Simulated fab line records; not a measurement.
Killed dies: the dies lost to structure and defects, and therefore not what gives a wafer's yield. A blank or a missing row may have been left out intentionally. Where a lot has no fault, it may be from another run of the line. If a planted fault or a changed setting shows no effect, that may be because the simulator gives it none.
fab line records    flow sky130
record: lots: 5  wafers: 15  last_day: 50
route steps=708 shown RES_XHIGH@334 SD_N@342 PAD_OPEN@708
lots with no fault: from the same line, run without faults
start_h: hours from the record's first day to the start of the lot's first wafer shown    wait_h: time in hours since the lot's previous step    " same as the row above    L1.1+2: several wafers, shown together as one row    - no value present, or no start provided    * or withheld: withheld    < > ~ a bound
route shown NAME@n: NAME is a module with steps in the file, n the number in the route of the first one    usual: mean and standard deviation over wafers with no fault    same: alike in all rows    chamber/n: place in a boat    sites: per-site readings    _std_site: their standard deviation    _edge_site: inner sites' mean taken away from outer sites' mean    radius_mm: how far each site lies from the wafer's centre    mask NAME#n: copy n    behind: the last tool/chamber to shape the wafer    hold: why the lot was held/for how many hours/how that ended    device: which transistor (n, p or np) failed to switch    end of line: the tests these same wafers got at the end of their route    a step given without rows: its recipe and nothing more    killed: at the first sort, the dies lost to defects and structure; wafer yield is something else    map: a wafer's dies, x killed, . not, _ none there
set.NAME: the setting as run; set.NAME@STEP: as run at that earlier step    model.NAME: the simulator's own value behind a step, which no gauge read
lots at some steps of the route; a table a step, a row a wafer
services: a tool's chamber out of use, with start hour (start_h, from the record's first day; less than 0 if before it), hours out, and reason
== steps ==
step: SKY_RES_XHIGH_COAT_02
recipe: resist: NOVOLAK  spin_rpm: 3000  resist_thk_nm: 1140
step: SKY_RES_XHIGH_SOFTBAKE_03
recipe: temp_c: 90  time_s: 60  resist: NOVOLAK
step: SKY_RES_XHIGH_EXPOSE_04
recipe: mask_id: URPM  na: 0.6  source_shape: conventional  sigma_outer: 0.6  polarization: unpolarized  target_cd_nm: 1270  dose_mj: 140
step: SKY_RES_XHIGH_PEB_05
recipe: temp_c: withheld  time_s: *  resist: NOVOLAK
step: SKY_RES_XHIGH_DEVELOP_06
recipe: resist: NOVOLAK  developer: TMAH  develop_time_s: 60  dev_temp_c: 23
step: SKY_RES_XHIGH_IMPLANT_07
recipe: species: BF2  energy_kev: 20  dose_cm2: 3.6e+14  tilt_deg: 0
step: SKY_RES_XHIGH_STRIP_08
recipe: chemistry: O2/N2  power_w: 1400  pressure_mtorr: 1500  platen_temp_c: withheld  o2_flow_sccm: 3000  n2_flow_sccm: 300  overash_fraction: 0.5
usual: drypump_motor_current_A: 5.8/0.47  oes_product_au: 0.710/0.0047  strip_time_to_endpoint_s: 14.26/0.042
lot.wafer  tool             chamber  start_h  wait_h  drypump_motor_current_A  oes_product_au  rf_hours_counter_h  strip_time_to_endpoint_s
L854.1     plasma_asher-03  1        717.69   0.1     6.2                      0.701           60                  14.24
L854.2     "                0        "        "       6.2                      0.709           60                  14.27
L854.3     "                1        "        "       6.2                      0.715           -                   14.25
L857.2     plasma_asher-04  0        742.70   0.1     5.6                      0.712           32                  14.27
L857.3     "                0        "        "       5.6                      0.711           -                   14.25
L857.5     "                1        "        "       4.9                      0.704           -                   14.25
L861.1     plasma_asher-03  1        772.63   0.1     6.2                      0.707           65                  14.26
L861.4     "                0        "        "       6.2                      0.709           -                   14.25
L861.6     "                0        "        "       6.2                      0.711           -                   14.28
L866.4     plasma_asher-03  0        800.88   0.1     6.2                      0.706           -                   14.27
L866.5     "                0        "        "       6.2                      0.715           -                   14.31
L866.6     "                1        "        "       6.3                      0.714           -                   14.33
L867.1     plasma_asher-03  1        815.44   0.1     6.3                      0.705           70                  14.19
L867.2     "                0        "        "       6.2                      0.701           70                  14.22
L867.6     "                0        "        "       6.2                      0.708           -                   14.22
step: SKY_RES_XHIGH_TW_MEAS_09
usual: RES_XHIGH_TW: 1635/12
lot.wafer  tool           chamber  start_h  wait_h  RES_XHIGH_TW
L854.1     film_metro-04  -        717.79   0.1     1627
L854.2     "              -        "        "       1632
L854.3     "              -        "        "       1631
L857.2     film_metro-02  -        742.81   0.1     1630
L857.3     "              -        "        "       1632
L857.5     "              -        "        "       1630
L861.1     film_metro-01  -        772.73   0.1     1608
L861.4     "              -        "        "       1620
L861.6     "              -        "        "       1612
L866.4     film_metro-04  -        800.98   0.1     1650
L866.5     "              -        "        "       1651
L866.6     "              -        "        "       1653
L867.1     film_metro-01  -        815.54   0.1     1624
L867.2     "              -        "        "       1629
L867.6     "              -        "        "       1634
step: SKY_SD_N_DEHYDRATE_00
recipe: temp_c: 200  time_s: 60
step: SKY_SD_N_HMDS_01
recipe: prime_time_s: 60  prime_temp_c: 120
step: SKY_SD_N_COAT_02
recipe: resist: NOVOLAK  spin_rpm: 3000  resist_thk_nm: 1140
step: SKY_SD_N_SOFTBAKE_03
recipe: temp_c: 90  time_s: 60  resist: NOVOLAK
step: SKY_SD_N_EXPOSE_04
recipe: mask_id: NSDM  na: 0.6  source_shape: conventional  sigma_outer: 0.6  polarization: unpolarized  target_cd_nm: 380  dose_mj: 141
lot.wafer   tool              chamber  start_h  wait_h  mask
L854.1+2+3  iline_stepper-02  0        732.22   -       NSDM#0
L857.2+3+5  iline_stepper-01  0        756.19   -       URPM#0
L861.1+4+6  iline_stepper-01  0        785.33   -       NSDM#0
L866.4+5+6  iline_stepper-02  0        813.23   -       NSDM#0
L867.1+2+6  iline_stepper-02  0        827.39   -       NSDM#0
step: SKY_SD_N_PEB_05
recipe: temp_c: withheld  time_s: *  resist: NOVOLAK
step: SKY_SD_N_DEVELOP_06
recipe: resist: NOVOLAK  developer: TMAH  develop_time_s: 60  dev_temp_c: 23
step: SKY_SD_N_CD_MEAS_07
recipe: target_cd_nm: 380
usual: cd_nm: 380.1/2.9
lot.wafer  tool       chamber  start_h  wait_h  cd_nm
L854.1     cd_sem-01  -        745.59   0.1     380.4
L854.2     "          -        "        "       377.0
L854.3     "          -        "        "       377.9
L857.2     cd_sem-02  -        768.41   0.1     -
L857.3     "          -        "        "       -
L857.5     "          -        "        "       -
L861.1     cd_sem-02  -        796.74   0.1     377.4
L861.4     "          -        "        "       376.9
L861.6     "          -        "        "       377.1
L866.4     cd_sem-01  -        825.29   0.1     381.8
L866.5     "          -        "        "       379.8
L866.6     "          -        "        "       382.3
L867.1     cd_sem-01  -        841.19   0.1     379.9
L867.2     "          -        "        "       382.0
L867.6     "          -        "        "       379.3
step: SKY_SD_N_OVL_MEAS_08
usual: SD_N_OVL: -0.8/1.3
lot.wafer  tool        chamber  start_h  wait_h  SD_N_OVL[nm]
L854.1     overlay-01  -        745.71   0.1     -1.0
L854.2     "           -        "        "       -1.4
L854.3     "           -        "        "       0.9
L857.2     overlay-01  -        768.52   0.1     -
L857.3     "           -        "        "       -
L857.5     "           -        "        "       -
L861.1     overlay-01  -        796.86   0.1     -1.5
L861.4     "           -        "        "       -2.4
L861.6     "           -        "        "       -1.7
L866.4     overlay-01  -        825.37   0.1     -1.0
L866.5     "           -        "        "       -1.2
L866.6     "           -        "        "       -0.1
L867.1     overlay-02  -        841.31   0.1     -2.1
L867.2     "           -        "        "       -3.3
L867.6     "           -        "        "       -1.4
step: SKY_SD_N_IMPLANT_09
recipe: species: As  energy_kev: 50  dose_cm2: 4e+15  tilt_deg: 0
step: SKY_SD_N_IMPLANT_10
recipe: species: P  energy_kev: 20  dose_cm2: 1e+14  tilt_deg: 0
step: SKY_SD_N_STRIP_11
recipe: chemistry: O2/N2  power_w: 1400  pressure_mtorr: 1500  platen_temp_c: withheld  o2_flow_sccm: 3000  n2_flow_sccm: 300  overash_fraction: 0.5
usual: drypump_motor_current_A: 5.6/0.48  oes_product_au: 0.528/0.0042  strip_time_to_endpoint_s: 22.54/0.044
lot.wafer  tool             chamber  start_h  wait_h  drypump_motor_current_A  oes_product_au  rf_hours_counter_h  strip_time_to_endpoint_s
L854.1     plasma_asher-01  0        746.05   0.1     5.7                      0.534           96                  22.53
L854.2     "                1        "        "       5.3                      0.534           96                  22.58
L854.3     "                1        "        "       5.3                      0.534           -                   22.55
L857.2     plasma_asher-03  0        768.85   0.1     6.2                      0.532           65                  22.52
L857.3     "                0        "        "       6.2                      0.521           -                   22.47
L857.5     "                1        "        "       6.2                      0.532           -                   22.50
L861.1     plasma_asher-04  1        797.20   0.1     4.9                      0.531           37                  22.53
L861.4     "                0        "        "       5.6                      0.528           -                   22.54
L861.6     "                0        "        "       5.6                      0.525           -                   22.59
L866.4     plasma_asher-04  1        825.72   0.1     4.9                      0.523           -                   22.54
L866.5     "                1        "        "       4.9                      0.528           -                   22.57
L866.6     "                0        "        "       5.6                      0.532           -                   22.52
L867.1     plasma_asher-04  0        841.65   0.1     5.6                      0.519           41                  22.47
L867.2     "                1        "        "       4.9                      0.525           41                  22.49
L867.6     "                1        "        "       4.9                      0.526           -                   22.46
step: SKY_SD_N_TW_MEAS_12
usual: SD_N_TW: 3982/24
lot.wafer  tool           chamber  start_h  wait_h  SD_N_TW
L854.1     film_metro-04  -        746.15   0.1     3990
L854.2     "              -        "        "       3991
L854.3     "              -        "        "       4003
L857.2     film_metro-04  -        768.96   0.1     30
L857.3     "              -        "        "       30
L857.5     "              -        "        "       30
L861.1     film_metro-02  -        797.30   0.1     3946
L861.4     "              -        "        "       3966
L861.6     "              -        "        "       3964
L866.4     film_metro-04  -        825.96   0.2     3986
L866.5     "              -        "        "       4015
L866.6     "              -        "        "       4018
L867.1     film_metro-02  -        841.75   0.1     3975
L867.2     "              -        "        "       3966
L867.6     "              -        "        "       3975
step: SKY_SD_N_CLEAN_13
recipe: chemistry: SC1/SC2  mix: 1:4:20  temp_c: 70  time_s: 150  dry: n2_spin
step: SKY_PAD_OPEN_PROBE_99
usual: killed_at_M0_to_M3: 43/7.8  killed_at_M4_up: 3.2/1.9  killed_at_contacts: 24/5  killed_at_front_end: 14/4.5  killed_at_other: 0.2/0.41  killed_dies: 84/9.6  killed_on_rim: 17/3.8  killed_open: 47/6.9  killed_short: 38/6
same: gross_dies: 492  killed_at_back_side: 0
lot.wafer  tool       chamber  start_h  wait_h  killed_at_M0_to_M3  killed_at_M4_up  killed_at_contacts  killed_at_front_end  killed_at_other  killed_dies  killed_on_rim  killed_open  killed_short
L854.1     prober-02  -        1146.70  0.1     39                  3                23                  17                   1                83           19             50           33
L854.2     prober-02  -        1146.75  0.1     45                  6                21                  14                   0                86           19             52           34
L854.3     prober-02  -        1146.80  0.2     40                  3                26                  9                    0                78           12             41           37
L857.2     prober-01  -        1158.96  0.1     32                  0                35                  424                  1                492          96             59           33
L857.3     prober-01  -        1159.01  0.2     56                  2                21                  413                  0                492          96             56           41
L857.5     prober-01  -        1159.11  0.2     43                  0                25                  424                  0                492          96             48           29
killed by level:class
L854.1 VIA1:geometric_particle:open=16 CONTACT:geometric_particle:open=10 FIELD_ISO:geometric_particle:short=5 SPACER:geometric_particle:short=4 VIA3:geometric_particle:open=4 LI_CONTACT:geometric_particle:open=4 LOCAL_INTERCONNECT:geometric_particle:short=4 VIA2:geometric_particle:short=4
L854.2 VIA1:geometric_particle:open=13 CONTACT:geometric_particle:open=8 VIA3:geometric_particle:open=7 LI_CONTACT:geometric_particle:open=6 METAL1:geometric_particle:short=6 FIELD_ISO:geometric_particle:open=5 VIA2:geometric_particle:open=5 METAL3:geometric_particle:short=4
L854.3 LI_CONTACT:geometric_particle:open=8 VIA3:geometric_particle:open=8 LI_CONTACT:geometric_particle:short=7 CONTACT:geometric_particle:open=7 VIA1:geometric_particle:open=6 METAL1:geometric_particle:short=5 METAL3:geometric_particle:short=5 VIA3:geometric_particle:short=5
L857.2 SD_N:area_expose=400 CONTACT:geometric_particle:open=12 LI_CONTACT:geometric_particle:open=10 POLY_GATE:geometric_particle:open=7 VIA1:geometric_particle:open=6 VIA2:geometric_particle:open=6 FIELD_ISO:geometric_particle:open=5 FIELD_ISO:geometric_particle:short=4
L857.3 SD_N:area_expose=395 VIA1:geometric_particle:open=12 CONTACT:geometric_particle:open=11 VIA3:geometric_particle:open=8 METAL1:geometric_particle:short=8 FIELD_ISO:geometric_particle:open=7 METAL2:geometric_particle:short=7 VIA1:geometric_particle:short=6
L857.5 SD_N:area_expose=415 VIA1:geometric_particle:open=12 LI_CONTACT:geometric_particle:open=10 CONTACT:geometric_particle:open=8 VIA2:geometric_particle:open=6 VIA1:geometric_particle:short=5 VIA3:geometric_particle:open=5 METAL1:geometric_particle:short=4
map L857.2 (x killed, . not)
__________xxxxxxxxxx_________
________xxxxxxxxxxxxxx_______
______xxxxxxxxxxxxxxxxxx_____
_____xxxxxxxxxxxxxxxxxxxx____
____xxxxxxxxxxxxxxxxxxxxxx___
___xxxxxxxxxxxxxxxxxxxxxxxx__
__xxxxxxxxxxxxxxxxxxxxxxxxxx_
_xxxxxxxxxxxxxxxxxxxxxxxxxxxx
_xxxxxxxxxxxxxxxxxxxxxxxxxxxx
_xxxxxxxxxxxxxxxxxxxxxxxxxxxx
_xxxxxxxxxxxxxxxxxxxxxxxxxxxx
_xxxxxxxxxxxxxxxxxxxxxxxxxxxx
_xxxxxxxxxxxxxxxxxxxxxxxxxxxx
_xxxxxxxxxxxxxxxxxxxxxxxxxxxx
_xxxxxxxxxxxxxxxxxxxxxxxxxxxx
__xxxxxxxxxxxxxxxxxxxxxxxxxx_
___xxxxxxxxxxxxxxxxxxxxxxxx__
____xxxxxxxxxxxxxxxxxxxxxx___
_____xxxxxxxxxxxxxxxxxxxx____
______xxxxxxxxxxxxxxxxxx_____
________xxxxxxxxxxxxxx_______
__________xxxxxxxxxx_________
map L861.6 (x killed, . not)
__________.x........_________
________...........x.._______
______.....x..x........x_____
_____x...x.......xx.....x____
____..x.....x.x..x........___
___..................x.....__
__...xxx..x.x........x.....x_
_...x...........x.........x..
_.............x.x.x..x.x..x..
_xx.xx...x...x.....x.........
_.......x.........x..xx......
_......x.....x.........xx...x
_.x.............x.....x....xx
_.....x......xx..x...........
_..............x...x...xx...x
__....x..x...x..x..xx..xx..x_
___........................__
____..x..xx...x..xx.......___
_____x.........x.....xx..____
______..........x....x.._____
________x.....x...xx.._______
__________.........._________
== services ==
tool              chamber  start_h  hours  kind
plasma_asher-03   -        698.24   2.8    pm
iline_stepper-01  -        718.90   1.7    pm
iline_stepper-02  -        726.36   1.7    pm
== key ==
first_sign: step: SKY_SD_N_EXPOSE_04  reading: mask  direction: changed
effect: step: SKY_SD_N_CD_MEAS_07  reading: cd_nm  direction: missing
effect: step: SKY_SD_N_OVL_MEAS_08  reading: SD_N_OVL  direction: missing
effect: step: SKY_SD_N_TW_MEAS_12  reading: SD_N_TW  direction: down  sigmas: 99+  usual: 3982  struck: 30
effect: step: SKY_PAD_OPEN_PROBE_99  reading: killed_at_front_end  direction: up  sigmas: 90  usual: 14  struck: 420
more_kills_born_at: SKY_SD_N_EXPOSE_04@iline_stepper-01: 1210
met_at SKY_SD_N_EXPOSE_04
struck_wafers L857.2,L857.3,L857.5
tester_left_out L857
fault: kind: wrong_mask  tool: any  chamber: -  onset_h: 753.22  steps: SKY_SD_N_EXPOSE_04  aux_copy: URPM#0  scope: struck_lots_only
tester_left_out: of these lots the tester's yield and bins aren't shown, on N5 and GAA mostly nor the transistor test; their killed dies are dies lost to structure and defects alone, not to doping, threshold or leakage, so they don't give the yield
